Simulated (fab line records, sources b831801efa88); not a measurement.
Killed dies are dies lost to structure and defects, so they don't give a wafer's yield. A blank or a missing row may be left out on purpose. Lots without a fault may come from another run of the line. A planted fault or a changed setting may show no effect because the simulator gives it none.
Problem report in the 8D (eight disciplines) form, filled by code | flow gf180mcu | the parts of the form that need people (team, actions taken, sign-off) are left out

1. THE PROBLEM
strip_time_to_endpoint_s at GF_MVPSD_STRIP_10 reads a mean of 18.82 s on 6 wafers of 2 lots; wafers without a fault read 36.99 s with a standard deviation of 0.09. That is -99 or more standard deviations from the usual mean.
The step: strips in O2/N2.
First seen on wafer L475.3, day 6 13:19, on plasma_asher-01. The record holds 42 wafers of 14 lots with a number at this step. Rule for "out", or "out of limits": more than 4 standard deviations from the usual mean. The other wafers with a number count as sound.

2. WHAT IT IS AND WHAT IT IS NOT
question                    | is                       | is not
which readings at this step | strip_time_to_endpoint_s | drypump_motor_current_A, heater_power_w
which lots                  | L475, L478               | L469, L470, L471, L472, L473, L476, L481, L484, L485, L489, L491, L492
which wafers of those lots  | all that have a number   | -
read on which tools         | plasma_asher-01          | plasma_asher-02, plasma_asher-03
when                        | from day 6 13:19         | up to then (15 sound wafers); but 21 sound wafers of L476, L481, L484, L485, L489, L491, L492 came after

3. SUSPECTS, AND WHAT RULES EACH OUT
Counting: a tool at a process step up to the reading stays a suspect if it ran every lot that is out and no sound lot after the first of them.
- litho_track-03 at GF_MVPSD_COAT_02 (resist thk 3000 nm): ruled out as a lasting fault. Sound lots L491, L492 ran on it after its first lot that is out, L475 (day 6 05:36).
- plasma_asher-01 at GF_MVPSD_STRIP_10 (strips in O2/N2): ruled out as a lasting fault. Sound lots L476, L484, L485, L492 ran on it after its first lot that is out, L475 (day 6 13:19).
Left after counting: nothing in the record.

4. THE CAUSE (what the simulator had put in)
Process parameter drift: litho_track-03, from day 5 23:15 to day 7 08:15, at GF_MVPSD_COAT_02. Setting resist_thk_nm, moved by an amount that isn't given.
Counting ruled it out, wrongly: the rule takes a fault to strike every lot that its tool runs from its start on, and this one did not.

5. THE CHAIN OF EFFECTS, in route order
Each row: a reading whose mean over the struck wafers that have a number lies more than 3 standard deviations from the usual. Only readings for which the record gives a usual standard deviation are gone through. hours: the time from each lot's start at the first step in this table that gives one to its start at this step, as a median over the lots. sigmas: the change in usual standard deviations.
hours | step              | reading                  | usual   | on struck wafers | change | sigmas
0     | GF_MVPSD_STRIP_10 | strip_time_to_endpoint_s | 36.99 s | 18.82            | -18.17 | -99 or more
The process steps in it:
- GF_MVPSD_STRIP_10: strips in O2/N2.

6. WHAT WOULD HAVE CAUGHT IT SOONER
In this record the first reading out of limits was taken at day 6 13:19, 14 hours after the fault began at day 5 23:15.
